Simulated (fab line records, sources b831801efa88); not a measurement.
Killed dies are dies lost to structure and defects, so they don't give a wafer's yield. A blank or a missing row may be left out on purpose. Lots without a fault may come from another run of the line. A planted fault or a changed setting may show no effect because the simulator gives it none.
fab line records | flow gf180mcu
record lots=13 wafers=39 last_day=33
route steps=602 shown DNWELL@40 VT_IMPLANT@131 HV_LDD@195
lots that met no fault: from a run of the same line without faults
start_h: hours from the record's first day to the start of the lot's first wafer shown | wait_h: hours since the lot's step before | " the same as in the row above | L1.1+2: a row that stands for several wafers | - no value, or no start given | * or withheld: withheld | < > ~ a bound
route shown NAME@n: a module of which the file shows steps, and the number in the route of the first | usual: mean/standard deviation of fault-free wafers | same: alike in all rows | chamber/n: place in a boat | sites: the reading at each site | _std_site: their standard deviation | _edge_site: outer sites' mean less inner sites' | radius_mm: how far each site lies from the wafer's centre | mask NAME#n: copy n | behind: the tool/chamber that last shaped the wafer | hold: why the lot was held/for how many hours/how that ended | device: the transistor (n, p or np) that didn't switch | end of line: the same wafers' tests at the end of the route | a step without rows: its recipe alone | killed: dies lost to structure and defects at the first sort, not the wafer's yield | map: a wafer's dies, x killed, . not, _ none there
set.NAME: the setting as run; set.NAME@STEP: as run at that earlier step | model.NAME: the simulator's own value behind a step, which no gauge read
steps of the route over a sample of lots; a table a step, a row a wafer
services: from which hour (start_h, from the record's first day; less than 0 if before it) a tool's chamber was out of use, for how many hours, and why
## steps
# step GF_DNWELL_STRIP_08
# recipe chemistry=O2/N2 power_w=1400 pressure_mtorr=1500 platen_temp_c=250 o2_flow_sccm=3000 n2_flow_sccm=300 overash_fraction=0.5
# usual drypump_motor_current_A=5.6/0.35 heater_power_w=336/40 oes_product_au=0.723/0.0044 strip_time_to_endpoint_s=36.93/0.1
# columns lot.wafer tool chamber start_h wait_h drypump_motor_current_A heater_power_w oes_product_au rf_hours_counter_h strip_time_to_endpoint_s
L314.2 plasma_asher-04 0 43.15 0.1 5.9 401 0.728 38 37.18
L314.4 " 0 " " 5.9 410 0.719 - 37.08
L314.5 " 1 " " 6.2 290 0.728 - 37.13
L315.1 plasma_asher-04 1 48.73 0.1 6.2 296 0.727 39 37.12
L315.2 " 0 " " 5.9 393 0.721 39 37.09
L315.6 " 0 " " 5.9 402 0.722 - 37.05
L316.3 plasma_asher-03 1 52.89 0.1 5.5 366 0.731 - 37.16
L316.4 " 0 " " 5.3 323 0.729 - 37.03
L316.5 " 1 " " 5.5 362 0.726 - 37.14
L317.3 plasma_asher-04 1 58.44 0.1 6.3 282 0.728 - 37.00
L317.4 " 0 " " 5.9 399 0.733 - 37.06
L317.6 " 1 " " 6.2 301 0.727 - 36.93
L318.2 plasma_asher-04 0 63.58 0.1 5.9 401 0.721 41 36.84
L318.3 " 0 " " 5.9 402 0.729 - 36.88
L318.6 " 0 " " 5.9 401 0.721 - 36.84
L319.3 plasma_asher-03 0 70.93 0.1 5.4 324 0.714 - 37.02
L319.5 " 1 " " 5.5 376 0.719 - 36.97
L319.6 " 0 " " 5.4 320 0.717 - 37.02
L320.1 plasma_asher-04 0 74.55 0.1 5.9 399 0.722 42 36.85
L320.2 " 1 " " 6.3 295 0.726 42 36.95
L320.3 " 1 " " 6.3 291 0.726 - 36.91
L321.1 plasma_asher-01 1 78.63 0.1 5.5 308 0.721 41 36.72
L321.3 " 1 " " 5.5 299 0.720 - 36.82
L321.6 " 1 " " 5.5 306 0.722 - 36.87
L322.1 plasma_asher-01 0 87.95 0.1 5.3 300 0.718 42 36.76
L322.2 " 1 " " 5.5 312 0.732 42 36.85
L322.6 " 0 " " 5.3 301 0.725 - 36.80
L324.1 plasma_asher-04 1 95.98 0.1 6.3 291 0.728 45 37.01
L324.5 " 0 " " 5.9 403 0.724 - 36.94
L324.6 " 1 " " 6.2 298 0.718 - 36.99
L325.1 plasma_asher-03 1 102.51 0.1 5.5 378 0.723 32 36.83
L325.5 " 0 " " 5.4 317 0.716 - 36.92
L325.6 " 1 " " 5.4 376 0.724 - 36.99
L331.1 plasma_asher-01 0 131.84 0.1 5.3 304 0.728 48 36.82
L331.3 " 1 " " 5.5 309 0.716 - 36.90
L331.4 " 0 " " 5.3 299 0.724 - 36.88
L332.1 plasma_asher-04 0 137.29 0.1 5.9 366 0.729 3 36.84
L332.4 " 1 " " 6.3 288 0.719 - 36.85
L332.5 " 0 " " 5.9 375 0.720 - 36.89
# step GF_VT_IMPLANT_IMPLANT_41
# recipe species=As energy_kev=70 dose_cm2=1.013e+12 tilt_deg=7
# usual end_station_pressure_torr=5e-06/2.7e-07 implant_ion_amu=75/0
# columns lot.wafer tool chamber start_h wait_h end_station_pressure_torr implant_ion_amu
L314.2 implanter-03 0 158.24 0.0 5.21e-06 75
L314.4 " 0 " " 4.53e-06 75
L314.5 " 0 " " 4.65e-06 75
L315.1 implanter-01 0 164.71 0.0 4.98e-06 75
L315.2 " 0 " " 4.77e-06 75
L315.6 " 0 " " 4.68e-06 75
L316.3 implanter-01 0 170.66 0.1 4.88e-06 75
L316.4 " 0 " " 5.43e-06 75
L316.5 " 0 " " 5.31e-06 75
L317.3 implanter-04 0 177.79 0.1 5.01e-06 75
L317.4 " 0 " " 4.62e-06 75
L317.6 " 0 " " 4.85e-06 75
L318.2 implanter-04 0 181.34 0.0 4.98e-06 75
L318.3 " 0 " " 4.71e-06 75
L318.6 " 0 " " 4.98e-06 75
L319.3 implanter-01 0 191.16 0.1 4.95e-06 75
L319.5 " 0 " " 4.87e-06 75
L319.6 " 0 " " 5.25e-06 75
L320.1 implanter-03 0 197.99 0.0 5.46e-06 75
L320.2 " 0 " " 5.04e-06 75
L320.3 " 0 " " 5.01e-06 75
L321.1 implanter-04 0 202.91 0.0 5.09e-06 75
L321.3 " 0 " " 4.62e-06 75
L321.6 " 0 " " 4.8e-06 75
L322.1 implanter-04 0 214.66 0.0 5.2e-06 75
L322.2 " 0 " " 5.31e-06 75
L322.6 " 0 " " 5.23e-06 75
L324.1 implanter-03 0 225.14 0.0 5.24e-06 75
L324.5 " 0 " " 4.45e-06 75
L324.6 " 0 " " 5.02e-06 75
L325.1 implanter-04 0 233.10 0.0 5.03e-06 75
L325.5 " 0 " " 4.68e-06 75
L325.6 " 0 " " 5.13e-06 75
L331.1 implanter-03 0 270.79 0.0 5.14e-06 31
L331.3 " 0 " " 4.47e-06 31
L331.4 " 0 " " 4.79e-06 31
L332.1 implanter-04 0 277.24 0.0 5.41e-06 31
L332.4 " 0 " " 5.25e-06 31
L332.5 " 0 " " 4.82e-06 31
# step GF_VT_IMPLANT_TW_MEAS_43
# usual VT_IMPLANT_4_TW=696/5.3
# columns lot.wafer tool chamber start_h wait_h VT_IMPLANT_4_TW
L314.2 film_metro-01 - 158.47 0.1 691
L314.4 " - " " 691
L314.5 " - " " 691
L315.1 film_metro-01 - 164.96 0.1 688
L315.2 " - " " 693
L315.6 " - " " 688
L316.3 film_metro-04 - 170.88 0.1 698
L316.4 " - " " 694
L316.5 " - " " 694
L317.3 film_metro-02 - 178.01 0.1 699
L317.4 " - " " 702
L317.6 " - " " 703
L318.2 film_metro-02 - 181.57 0.1 701
L318.3 " - " " 703
L318.6 " - " " 698
L319.3 film_metro-02 - 191.38 0.1 702
L319.5 " - " " 704
L319.6 " - " " 702
L320.1 film_metro-02 - 198.24 0.1 700
L320.2 " - " " 700
L320.3 " - " " 698
L321.1 film_metro-02 - 203.16 0.1 701
L321.3 " - " " 703
L321.6 " - " " 707
L322.1 film_metro-02 - 214.91 0.1 704
L322.2 " - " " 705
L322.6 " - " " 702
L324.1 film_metro-04 - 225.39 0.1 697
L324.5 " - " " 695
L324.6 " - " " 700
L325.1 film_metro-01 - 233.35 0.1 695
L325.5 " - " " 693
L325.6 " - " " 691
L331.1 film_metro-01 - 271.04 0.1 509
L331.3 " - " " 511
L331.4 " - " " 509
L332.1 film_metro-02 - 277.49 0.1 518
L332.4 " - " " 518
L332.5 " - " " 518
# step GF_VT_IMPLANT_RTA_45
# recipe temp_c=1050 time_s=30 ambient=N2
# usual lamp_power_pct=36.7/0.35 wafer_temp_C_max=1053.5/1.1
# columns lot.wafer tool chamber start_h wait_h lamp_power_pct wafer_temp_C_max
L314.2 rtp_anneal-02 0 158.59 0.0 37.1 1051.8
L314.4 " 0 " " 37.1 1052.0
L314.5 " 0 " " 37.1 1053.4
L315.1 rtp_anneal-02 0 165.07 0.0 37.2 1052.8
L315.2 " 0 " " 37.1 1052.5
L315.6 " 0 " " 37.1 1052.0
L316.3 rtp_anneal-02 0 171.01 0.0 37.1 1052.3
L316.4 " 0 " " 37.1 1051.8
L316.5 " 0 " " 37.0 1051.7
L317.3 rtp_anneal-01 0 178.13 0.0 36.4 1054.1
L317.4 " 0 " " 36.4 1054.9
L317.6 " 0 " " 36.4 1053.8
L318.2 rtp_anneal-02 0 181.70 0.0 37.1 1053.0
L318.3 " 0 " " 37.1 1052.1
L318.6 " 0 " " 37.1 1051.8
L319.3 rtp_anneal-01 0 191.50 0.0 36.3 1056.3
L319.5 " 0 " " 36.4 1053.7
L319.6 " 0 " " 36.4 1055.3
L320.1 rtp_anneal-02 0 198.35 0.0 37.1 1052.6
L320.2 " 0 " " 37.1 1053.0
L320.3 " 0 " " 37.1 1052.6
L321.1 rtp_anneal-01 0 203.27 0.0 36.4 1055.1
L321.3 " 0 " " 36.4 1053.4
L321.6 " 0 " " 36.4 1054.0
L322.1 rtp_anneal-01 0 215.02 0.0 36.4 1054.4
L322.2 " 0 " " 36.4 1053.9
L322.6 " 0 " " 36.4 1053.7
L324.1 rtp_anneal-01 0 225.51 0.0 36.4 1054.6
L324.5 " 0 " " 36.4 1055.9
L324.6 " 0 " " 36.5 1054.0
L325.1 rtp_anneal-01 0 233.46 0.0 36.4 1052.8
L325.5 " 0 " " 36.4 1053.7
L325.6 " 0 " " 36.3 1053.2
L331.1 rtp_anneal-01 0 271.16 0.0 36.4 1053.9
L331.3 " 0 " " 36.4 1054.2
L331.4 " 0 " " 36.4 1056.7
L332.1 rtp_anneal-01 0 277.60 0.0 36.4 1054.0
L332.4 " 0 " " 36.4 1054.5
L332.5 " 0 " " 36.4 1055.9
# step GF_HV_LDD_CD_MEAS_19
# recipe target_cd_nm=400
# usual cd_nm=400.4/2.3
# columns lot.wafer tool chamber start_h wait_h cd_nm
L314.2 cd_sem-01 - 233.97 0.1 402.0
L314.4 " - " " 401.9
L314.5 " - " " 403.2
L315.1 cd_sem-01 - 242.62 0.1 399.8
L315.2 " - " " 400.6
L315.6 " - " " 399.3
L316.3 cd_sem-01 - 249.08 0.1 402.4
L316.4 " - " " 403.2
L316.5 " - " " 402.5
L317.3 cd_sem-02 - 257.14 0.1 401.9
L317.4 " - " " 402.5
L317.6 " - " " 401.7
L318.2 cd_sem-01 - 263.34 0.1 398.2
L318.3 " - " " 399.6
L318.6 " - " " 398.1
L319.3 cd_sem-01 - 273.19 0.1 405.8
L319.5 " - " " 405.4
L319.6 " - " " 403.1
L320.1 cd_sem-02 - 281.05 0.1 403.0
L320.2 " - " " 401.9
L320.3 " - " " 400.8
L321.1 cd_sem-01 - 288.47 0.2 400.3
L321.3 " - " " 398.5
L321.6 " - " " 397.1
L322.1 cd_sem-02 - 299.49 0.1 401.9
L322.2 " - " " 401.6
L322.6 " - " " 402.4
L324.1 cd_sem-02 - 314.59 0.1 400.8
L324.5 " - " " 400.9
L324.6 " - " " 400.4
L325.1 cd_sem-01 - 316.92 0.1 399.0
L325.5 " - " " 397.9
L325.6 " - " " 397.8
L331.1 cd_sem-02 - 369.90 0.1 400.2
L331.3 " - " " 401.0
L331.4 " - " " 400.4
L332.1 cd_sem-01 - 373.87 0.1 399.7
L332.4 " - " " 397.9
L332.5 " - " " 398.1
## services
# columns tool chamber start_h hours kind
plasma_asher-04 - 50.02 1.5 repair
plasma_asher-04 - 108.77 9.0 pm
plasma_asher-04 0 108.77 9.0 vent_cycle
plasma_asher-04 1 108.77 9.0 vent_cycle
plasma_asher-04 0 117.77 - clean
plasma_asher-04 1 117.77 - clean
plasma_asher-03 - 120.75 1.7 repair
implanter-03 - 129.26 1.9 repair
plasma_asher-01 - 136.66 10.8 repair
implanter-04 - 140.75 1.8 repair
plasma_asher-03 - 141.42 2.5 repair
implanter-04 - 146.50 0.6 repair
plasma_asher-01 - 147.48 15.6 pm
implanter-04 - 199.60 1.0 repair
implanter-03 - 213.78 1.2 repair
implanter-01 - 218.90 1.5 repair
plasma_asher-04 - 229.60 7.2 repair
implanter-01 - 245.50 3.8 pm
implanter-04 - 262.64 3.2 pm
implanter-03 - 267.95 1.7 repair
## key
first_sign step=GF_VT_IMPLANT_IMPLANT_41 reading=implant_ion_amu direction=down sigmas=99+ usual=75 struck=31
effect step=GF_VT_IMPLANT_TW_MEAS_43 reading=VT_IMPLANT_4_TW direction=down sigmas=35 usual=696 struck=514
met_at GF_VT_IMPLANT_IMPLANT_41
struck_lots L331,L332
tester_left_out L331,L332
not_acting_at GF_DNWELL_STRIP_08,GF_VT_IMPLANT_RTA_45,GF_HV_LDD_CD_MEAS_19
onset_between 233.10 270.79
fault kind=wrong_recipe_download tool=implanter-01,implanter-03,implanter-04 chamber=- onset_h=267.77 steps=GF_VT_IMPLANT_IMPLANT_41 wrong_recipe.not_listed=1
# tester_left_out: of these lots the tester's yield and bins aren't shown, on N5 and GAA mostly nor the transistor test; their killed dies are dies lost to structure and defects alone, not to doping, threshold or leakage, so they don't give the yield
